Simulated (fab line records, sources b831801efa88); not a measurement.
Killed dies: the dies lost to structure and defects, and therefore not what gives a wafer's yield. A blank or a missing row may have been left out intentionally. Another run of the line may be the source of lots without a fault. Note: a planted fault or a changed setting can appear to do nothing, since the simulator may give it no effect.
fab line records -- flow sfq_line
record lots=15, wafers=45, last_day=87
route steps=325 shown I7@297
lots that met no fault: from a run of the same line without faults
start_h: start of the lot's first displayed wafer, in hours after the record's first day -- wait_h: hours since the lot's step before -- " as in the row above -- L1.1+2: several wafers, shown together as one row -- - either no value or no given start -- * or withheld: withheld -- < > ~ a bound
route shown NAME@n: names a module that has steps shown in the file, with the first one's number in the route -- usual: average and standard deviation across the fault-free wafers -- same: alike in all rows -- chamber/n: place in a boat -- sites: per-site readings -- _std_site: standard deviation of those values -- _edge_site: outer sites' mean less inner sites' -- radius_mm: for every site, how far away it sits from the centre of the wafer -- mask NAME#n: copy n -- behind: the tool/chamber that last shaped the wafer -- hold: what put the lot on hold/how long, in hours/how the hold closed -- device: the n, p or np transistor that did not switch -- end of line: the tests these same wafers got at the end of their route -- a step with no rows: only its recipe -- killed: the dies lost at the first sort to structure and to defects; this is not the yield of the wafer -- map: shows each die of a wafer: x if killed, . if not, _ if none is there
set.NAME: the setting as run; set.NAME@STEP: as run at that earlier step -- model.NAME: the simulator's own value behind a step, which no gauge read
one table for each step of the route and one row for each wafer, over a sample of lots
services: the hour from which a tool's chamber was out of use, counted from the record's first day as start_h (under 0 if before that day), plus the number of hours and why
## steps
# step SFQ_TRILAYER_I7_CMP_CMP_184
# recipe material=SiO2, down_force_psi=3, platen_rpm=60, pad_velocity_m_s=0.94248
# usual edge_zone_pressure_frac=1.000/0.0047, head_pressure_psi=3.000/0.0071, motor_current_A=9.9/1.5, time_to_endpoint_s=218/6.4
lot.wafer,tool,chamber,start_h,wait_h,edge_zone_pressure_frac,head_pressure_psi,motor_current_A,time_to_endpoint_s
L828.4,cmp-02,0,1682.33,0.6,1.000,2.992,10.1,214
L828.1,cmp-02,1,1682.33,0.6,0.993,3.007,11.8,208
L828.3,cmp-02,3,1683.83,2.1,1.005,2.991,9.6,218
L830.2,cmp-01,1,1694.83,1.5,1.000,3.003,10.2,219
L830.6,cmp-01,2,1694.83,1.5,1.006,2.986,8.6,221
L830.5,cmp-01,3,1694.83,1.5,1.003,2.989,12.9,226
L831.1,cmp-02,0,1831.34,0.8,1.000,2.995,9.7,210
L831.6,cmp-02,3,1832.84,2.3,0.996,3.005,9.4,216
L831.5,cmp-02,0,1832.84,2.3,1.001,2.997,10.1,224
L833.4,cmp-02,0,1842.37,1.0,1.003,3.001,10.4,208
L833.2,cmp-02,1,1842.37,1.0,0.998,2.996,11.5,211
L833.6,cmp-02,3,1843.87,2.5,0.993,3.002,9.3,219
L834.4,cmp-01,0,1907.41,0.5,0.994,2.995,8.8,225
L834.2,cmp-01,2,1908.41,1.5,1.010,3.013,8.0,218
L834.6,cmp-01,3,1908.41,1.5,0.995,3.010,12.9,232
L835.3,cmp-01,3,1911.67,0.0,1.009,3.008,12.3,219
L835.4,cmp-01,2,1913.17,1.5,1.006,3.010,8.0,224
L835.5,cmp-01,3,1913.17,1.5,0.996,2.990,13.5,232
L836.3,cmp-01,3,1915.67,2.3,1.001,2.996,13.0,213
L836.5,cmp-01,1,1916.67,3.2,1.000,2.998,10.3,214
L836.6,cmp-01,2,1916.67,3.2,1.004,3.003,8.5,218
L837.3,cmp-01,2,1922.14,0.0,0.999,3.015,8.1,222
L837.4,cmp-01,0,1923.14,1.0,1.004,2.997,8.5,225
L837.5,cmp-01,3,1924.64,2.5,1.003,2.995,13.1,233
L838.1,cmp-01,2,1932.04,0.8,-,-,-,-
L838.3,cmp-01,0,1933.04,1.8,-,-,-,-
L838.6,cmp-01,2,1934.04,2.7,-,-,-,-
L839.1,cmp-02,3,1934.52,2.8,-,-,-,-
L839.4,cmp-02,0,1934.52,2.8,-,-,-,-
L839.6,cmp-02,2,1936.02,4.3,-,-,-,-
L840.4,cmp-01,3,1938.92,0.0,-,-,-,-
L840.3,cmp-01,1,1939.92,1.0,-,-,-,-
L840.6,cmp-01,0,1941.42,2.5,-,-,-,-
L846.1,cmp-02,2,1972.11,8.0,0.997,3.003,9.2,210
L846.4,cmp-02,3,1972.11,8.0,0.997,3.016,9.5,223
L846.5,cmp-02,0,1972.11,8.0,0.996,2.995,10.0,215
L848.3,cmp-01,2,1993.92,11.7,0.998,2.998,8.3,214
L848.1,cmp-01,3,1993.92,11.7,0.995,2.997,13.0,221
L848.5,cmp-01,0,1993.92,11.7,0.998,2.988,8.5,214
L849.3,cmp-02,3,1998.61,12.9,1.000,2.999,8.8,217
L849.1,cmp-02,1,1999.61,13.9,1.002,3.000,11.3,221
L849.6,cmp-02,3,2000.61,14.9,0.998,3.000,9.2,223
L850.2,cmp-02,1,2002.61,12.1,1.002,3.008,11.4,218
L850.5,cmp-02,2,2002.61,12.1,0.997,2.998,9.4,229
L850.6,cmp-02,3,2002.61,12.1,0.999,2.988,9.4,228
# step SFQ_TRILAYER_I7_METRO_MEASURE_185
# usual thk_nm=200.8/1
lot.wafer,tool,chamber,start_h,wait_h,thk_nm
L828.1,film_metro-03,-,1685.45,0.1,201.2
L828.3,film_metro-03,-,1685.45,0.1,199.0
L828.4,film_metro-03,-,1685.45,0.1,200.0
L830.2,film_metro-04,-,1696.65,0.3,201.2
L830.5,film_metro-04,-,1696.65,0.3,202.0
L830.6,film_metro-04,-,1696.65,0.3,201.3
L831.1,film_metro-03,-,1833.96,0.1,200.0
L831.5,film_metro-03,-,1833.96,0.1,199.3
L831.6,film_metro-03,-,1833.96,0.1,200.6
L833.2,film_metro-04,-,1844.69,0.3,200.3
L833.4,film_metro-04,-,1844.69,0.3,200.5
L833.6,film_metro-04,-,1844.69,0.3,201.1
L834.2,film_metro-03,-,1910.23,0.3,201.5
L834.4,film_metro-03,-,1910.23,0.3,201.0
L834.6,film_metro-03,-,1910.23,0.3,202.8
L835.3,film_metro-02,-,1915.19,0.5,203.0
L835.4,film_metro-02,-,1915.19,0.5,201.3
L835.5,film_metro-02,-,1915.19,0.5,203.8
L836.3,film_metro-03,-,1918.19,0.5,201.1
L836.5,film_metro-03,-,1918.19,0.5,200.0
L836.6,film_metro-03,-,1918.19,0.5,200.6
L837.3,film_metro-03,-,1925.66,0.5,199.0
L837.4,film_metro-03,-,1925.66,0.5,199.0
L837.5,film_metro-03,-,1925.66,0.5,201.2
L838.1,film_metro-04,-,1934.66,0.1,491.3
L838.3,film_metro-04,-,1934.66,0.1,489.7
L838.6,film_metro-04,-,1934.66,0.1,504.6
L839.1,film_metro-02,-,1936.64,0.1,495.4
L839.4,film_metro-02,-,1936.64,0.1,499.0
L839.6,film_metro-02,-,1936.64,0.1,504.1
L840.3,film_metro-04,-,1942.44,0.5,503.0
L840.4,film_metro-04,-,1942.44,0.5,504.1
L840.6,film_metro-04,-,1942.44,0.5,503.7
L846.1,film_metro-04,-,1974.23,0.1,200.0
L846.4,film_metro-04,-,1974.23,0.1,201.0
L846.5,film_metro-04,-,1974.23,0.1,200.4
L848.1,film_metro-02,-,1996.04,0.1,199.1
L848.3,film_metro-02,-,1996.04,0.1,197.9
L848.5,film_metro-02,-,1996.04,0.1,197.4
L849.1,film_metro-03,-,2001.23,0.1,200.5
L849.3,film_metro-03,-,2001.23,0.1,200.7
L849.6,film_metro-03,-,2001.23,0.1,201.3
L850.2,film_metro-02,-,2004.43,0.3,201.4
L850.5,film_metro-02,-,2004.43,0.3,200.3
L850.6,film_metro-02,-,2004.43,0.3,200.1
# step SFQ_TRILAYER_I7_VIA_ETCH_VIA_ETCH_190
# recipe target=SiO2, stop_on=Nb, mask_material=PR, taper_deg=20, chemistry=CHF3, target_depth_nm=260, source_w=500, bias_w=80, pressure_mtorr=30, time_s=withheld
# usual chamber_pressure_mTorr=30.000/0.028, drypump_motor_current_A=5.6/0.3, oes_product_au=0.856/0.0052
lot.wafer,tool,chamber,start_h,wait_h,chamber_pressure_mTorr,drypump_motor_current_A,oes_product_au
L828.1,rie_diel-02,1,1781.76,0.0,30.009,5.0,0.854
L828.3,rie_diel-02,2,1781.76,0.0,30.034,6.0,0.852
L828.4,rie_diel-02,0,1781.76,0.0,30.081,5.6,0.848
L830.2,rie_diel-01,1,1784.18,0.0,30.009,5.8,0.852
L830.5,rie_diel-01,1,1784.18,0.0,30.014,5.9,0.858
L830.6,rie_diel-01,3,1784.18,0.0,30.013,5.2,0.858
L831.1,rie_diel-04,1,1919.14,0.0,29.953,6.0,0.854
L831.5,rie_diel-04,0,1919.14,0.0,30.022,5.3,0.851
L831.6,rie_diel-04,1,1919.14,0.0,29.988,6.0,0.860
L833.2,rie_diel-01,0,1933.54,0.0,30.003,5.8,0.855
L833.4,rie_diel-01,0,1933.54,0.0,30.029,5.8,0.869
L833.6,rie_diel-01,1,1933.54,0.0,29.992,5.9,0.865
L834.2,rie_diel-01,0,1999.99,0.0,29.950,5.8,0.854
L834.4,rie_diel-01,1,1999.99,0.0,29.968,5.8,0.855
L834.6,rie_diel-01,3,1999.99,0.0,29.994,5.2,0.861
L835.3,rie_diel-04,1,2002.39,0.0,30.006,6.0,0.868
L835.4,rie_diel-04,2,2002.39,0.0,30.045,5.6,0.854
L835.5,rie_diel-04,0,2002.39,0.0,29.972,5.3,0.859
L836.3,rie_diel-02,2,2004.79,0.0,30.031,6.0,0.860
L836.5,rie_diel-02,1,2004.79,0.0,30.001,5.0,0.851
L836.6,rie_diel-02,0,2004.79,0.0,30.019,5.6,0.852
L837.3,rie_diel-04,3,2010.02,0.0,29.974,5.4,0.850
L837.4,rie_diel-04,2,2010.02,0.0,29.989,5.6,0.856
L837.5,rie_diel-04,3,2010.02,0.0,29.965,5.4,0.863
L838.1,rie_diel-04,3,2017.22,0.0,30.003,5.4,1.647
L838.3,rie_diel-04,0,2017.22,0.0,29.943,5.3,1.634
L838.6,rie_diel-04,2,2017.22,0.0,30.020,5.6,1.627
L839.1,rie_diel-02,1,2020.82,0.0,29.976,5.0,1.613
L839.4,rie_diel-02,3,2020.82,0.0,29.984,5.6,1.583
L839.6,rie_diel-02,0,2020.82,0.0,30.017,5.6,1.636
L840.3,rie_diel-01,3,2024.42,0.0,29.999,5.2,1.678
L840.4,rie_diel-01,2,2024.42,0.0,29.976,6.0,1.566
L840.6,rie_diel-01,0,2024.42,0.0,29.957,5.8,1.674
L846.1,rie_diel-04,2,2049.67,0.0,30.061,5.6,0.855
L846.4,rie_diel-04,3,2049.67,0.0,30.016,5.4,0.860
L846.5,rie_diel-04,0,2049.67,0.0,29.997,5.3,0.856
L848.1,rie_diel-01,3,2070.00,0.0,29.998,5.2,0.849
L848.3,rie_diel-01,1,2070.00,0.0,30.003,5.9,0.847
L848.5,rie_diel-01,3,2070.00,0.0,29.977,5.2,0.851
L849.1,rie_diel-04,1,2076.00,0.0,29.995,6.0,0.853
L849.3,rie_diel-04,3,2076.00,0.0,29.998,5.4,0.849
L849.6,rie_diel-04,3,2076.00,0.0,29.964,5.4,0.853
L850.2,rie_diel-01,3,2080.80,0.0,29.968,5.2,0.857
L850.5,rie_diel-01,2,2080.80,0.0,30.005,6.0,0.857
L850.6,rie_diel-01,1,2080.80,0.0,30.013,5.9,0.851
## services
tool,chamber,start_h,hours,kind
rie_diel-01,2,1698.50,2.0,repair
cmp-02,-,1701.15,6.3,pm
rie_diel-04,3,1726.92,32.9,repair
film_metro-03,-,1729.18,0.3,pm
cmp-01,-,1740.89,2.8,repair
cmp-01,-,1744.44,5.4,pm
film_metro-03,-,1753.67,0.8,pm
rie_diel-01,2,1763.00,22.7,repair
rie_diel-04,1,1776.59,5.1,repair
rie_diel-01,0,1777.72,15.5,repair
cmp-02,-,1778.44,6.4,repair
cmp-02,-,1784.84,4.0,pm
film_metro-03,-,1792.52,0.9,pm
rie_diel-04,2,1793.52,6.5,repair
rie_diel-01,-,1807.19,15.6,pm
cmp-02,-,1885.38,0.3,repair
cmp-02,-,1889.40,0.7,repair
cmp-01,-,1934.54,4.0,pm
cmp-02,-,1949.72,0.9,repair
cmp-01,-,2017.89,0.6,repair
cmp-02,-,2017.92,15.5,repair
cmp-01,-,2020.87,0.9,repair
cmp-01,-,2053.96,0.2,repair
cmp-02,-,2070.15,4.8,pm
## key
first_sign step=SFQ_TRILAYER_I7_CMP_CMP_184, reading=tool_record, direction=missing
effect step=SFQ_TRILAYER_I7_METRO_MEASURE_185, reading=thk_nm, direction=up, sigmas=99+, usual=200.8, struck=499.4
effect step=SFQ_TRILAYER_I7_VIA_ETCH_VIA_ETCH_190, reading=oes_product_au, direction=up, sigmas=99+, usual=0.856, struck=1.629
met_at SFQ_TRILAYER_I7_CMP_CMP_184
struck_lots L838,L839,L840
onset_between 1922.14 1932.04
fault kind=skipped_step_whole, tool=cmp-01,cmp-02, chamber=-, onset_h=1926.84, steps=SFQ_TRILAYER_I7_CMP_CMP_184, scope=struck_lots_only
